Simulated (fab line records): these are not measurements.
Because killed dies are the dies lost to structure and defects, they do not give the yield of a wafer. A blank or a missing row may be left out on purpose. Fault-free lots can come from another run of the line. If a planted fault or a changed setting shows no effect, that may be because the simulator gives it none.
A single fault, viewed from 2 desks :: flow sky130 :: what lay behind the numbers comes last; until then each desk has only its own

## THE TOOL OWNER'S DESK: pvdSputter-02
The tool's own readings at SKY_METAL3_SPUTTER_03 (material Ti, target thk 5 nm, time 3.3 s): means of the sampled wafers that have a number, for each lot that ran on this tool. A lot is out of limits, marked OUT, if its mean lies more than 4 standard deviations from the usual mean; the brackets give that distance.
Columns: A = cathodeDcPowerW at SKY_METAL3_SPUTTER_03, usual 3000.0 W; B = throttleValvePct at SKY_METAL3_SPUTTER_03, usual 30.0 %
lot: L599
first seen here: day 37 11:52
A: 2999.9
B: 29.9

lot: L601
first seen here: day 37 23:20
A: 3091.1 (+99 or more) OUT
B: 29.7

lot: L602
first seen here: day 38 07:25
A: 3090.5 (+99 or more) OUT
B: 30.2

lot: L612
first seen here: day 41 10:59
A: 2999.7
B: 29.8
This desk's finding: out of limits on L601, L602; first on L601, day 37 23:20 (cathodeDcPowerW at SKY_METAL3_SPUTTER_03). L599, L612 stayed within limits.

## FROM THE METROLOGY DESK
Lot by lot, what the gauges showed, no matter which tool ran the lot: averages of those sampled wafers that carry a number. A lot is out of limits, marked OUT, if its mean lies more than 4 standard deviations from the usual mean; the brackets give that distance.
Columns: A = VIA2_W_RS at SKY_VIA2_RS_MEAS_22, usual 0.2876 ohm/sq; B = VIA2_W_THK at SKY_VIA2_THK_MEAS_23, usual 384 nm
lot: L599
first seen here: day 37 11:19
A: 0.2875
B: 385

lot: L601
first seen here: day 37 22:46
A: 0.2869
B: 385

lot: L602
first seen here: day 38 06:52
A: 0.2881
B: 393

lot: L612
first seen here: day 41 10:25
A: 0.2893
B: 381

lot: L613
first seen here: day 41 14:47
A: 0.2877
B: 380

lot: L618
first seen here: day 43 16:17
A: 0.2901
B: 385
Result from this desk: across the 6 lots, nothing is out of limits.

## BROUGHT TOGETHER
At day 37 23:20, on L601, L602, the tool owner's desk was in a position to raise an alarm.
The metrology desk saw nothing out of limits.
The metrology desk holds a record of L601, L602, inside its limits.
Every lot named ran SKY_METAL3_SPUTTER_03 on pvdSputter-02.

## WHAT THE SIMULATOR HAD PUT IN
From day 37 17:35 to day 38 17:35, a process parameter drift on pvdSputter-02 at SKY_METAL3_SPUTTER_03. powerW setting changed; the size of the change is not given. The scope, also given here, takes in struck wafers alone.
Shown lots that were struck: L601, L602.
Each desk's first reading out of limits, in hours after the fault started: the tool owner's desk, 6.
